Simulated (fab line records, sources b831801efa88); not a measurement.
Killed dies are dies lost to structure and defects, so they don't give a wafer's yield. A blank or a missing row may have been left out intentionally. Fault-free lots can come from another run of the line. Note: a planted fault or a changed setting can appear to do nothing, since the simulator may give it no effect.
A struck lot beside a sound one || flow gf180mcu || 16 steps out of a route of 602
Sound: these wafers, L264.1, L264.2, L264.5. The struck wafers were L274.2, L274.5, L274.6. The cause is named last.
For every step that has rows: the tool of each side, followed by ch and its chambers, followed by its first start. Under that, the readings that differ: sound wafers || struck wafers || difference of the means || sigmas: that difference in standard deviations of wafers without a fault.
alike: same words and numbers on both sides, and readings whose means sit less than 2 such deviations apart. not compared: any withheld reading, any reading some wafer has no value for, any bound like >300 that may hide the same value, and any number with overlapping values for which the record gives no deviation.
A row with sigmas, a row that says differs or no value, or rows on one side alone: a step with any of these is where the two part. Numbers that have no deviation but don't overlap get no sigmas and don't part them. Lack of a reading on every wafer of one side parts them only where that side has two or more wafers.

GF_VT_IMPLANT_OVL_MEAS_29:
  struck on overlay-02, day 11 04:10; sound on overlay-02, day 8 10:52
  alike: VT_IMPLANT_02_OVL
after that, 1 step had no rows for these wafers: GF_VT_IMPLANT_IMPLANT_30.
GF_VT_IMPLANT_STRIP_31: strips in O2/N2.
  sound on plasma asher-04 ch 0,1, day 8 11:03; struck on plasma asher-02 ch 0,1, day 11 04:21
{"reading": "strip time to endpoint s (s)", "sound": "12.592 12.567 12.624", "struck": "12.654 12.673 12.635", "difference": "+0.060", "sigmas": "+2"}
  alike: drypump motor current A, heater power w, oes product au
  not compared: rf hours counter h
GF_VT_IMPLANT_TW_MEAS_32:
  struck on film metro-01, day 11 04:28; sound on film metro-04, day 8 11:09
{"reading": "VT_IMPLANT_3_TW", "sound": "268.7 267.1 268.4", "struck": "265.9 262.5 266.8", "difference": -3.0, "sigmas": -2}
then, 7 steps without rows for these wafers: GF_VT_IMPLANT_DEHYDRATE_33 (time 60 s); GF_VT_IMPLANT_HMDS_34 (prime time 60 s); GF_VT_IMPLANT_COAT_35 (resist thk 1000 nm); GF_VT_IMPLANT_SOFTBAKE_36 (time 60 s); GF_VT_IMPLANT_EXPOSE_37 (exposes mask Nwell HV AREA, target cd 860 nm); GF_VT_IMPLANT_PEB_38; GF_VT_IMPLANT_DEVELOP_39 (develop time 60 s).
GF_VT_IMPLANT_OVL_MEAS_40:
  struck on overlay-02, day 11 22:55; sound on overlay-01, day 9 02:40
  alike: VT_IMPLANT_03_OVL
GF_VT_IMPLANT_IMPLANT_41:
  sound on implanter-03 ch 0, day 9 02:41; struck on implanter-02 ch 0, day 11 22:58
{"reading": "implant ion amu", "sound": "75 75 75", "struck": "31 31 31", "difference": -44, "sigmas": ""}
{"reading": "model.implant.rp nm (nm)", "sound": "43.37 43.37 43.37", "struck": "83.74 83.74 83.74", "difference": "+40.37", "sigmas": ""}
{"reading": "model.implant.drp nm (nm)", "sound": "18.17 18.17 18.17", "struck": "33.94 33.94 33.94", "difference": "+15.77", "sigmas": ""}
  alike: faraday current uA
GF_VT_IMPLANT_STRIP_42: strips in O2/N2.
  sound on plasma asher-04 ch 0,1, day 9 02:50; struck on plasma asher-01 ch 0,1, day 11 23:05
  alike: drypump motor current A, heater power w, oes product au, strip time to endpoint s
  not compared: rf hours counter h
GF_VT_IMPLANT_TW_MEAS_43:
  struck on film metro-02, day 11 23:26; sound on film metro-02, day 9 02:56
{"reading": "VT_IMPLANT_4_TW", "sound": "685 683 683", "struck": "506 507 509", "difference": -176, "sigmas": -46}
  not compared: hold
GF_PASSIVATION_PROBE_99:
  sound wafers here have rows in the record (prober-02, day 31 00:22); struck ones have none

== WHERE THEY PART ==
Last at GF_PASSIVATION_PROBE_99 as far as this record goes, first at GF_VT_IMPLANT_STRIP_31.

WHY: what the simulator had put in
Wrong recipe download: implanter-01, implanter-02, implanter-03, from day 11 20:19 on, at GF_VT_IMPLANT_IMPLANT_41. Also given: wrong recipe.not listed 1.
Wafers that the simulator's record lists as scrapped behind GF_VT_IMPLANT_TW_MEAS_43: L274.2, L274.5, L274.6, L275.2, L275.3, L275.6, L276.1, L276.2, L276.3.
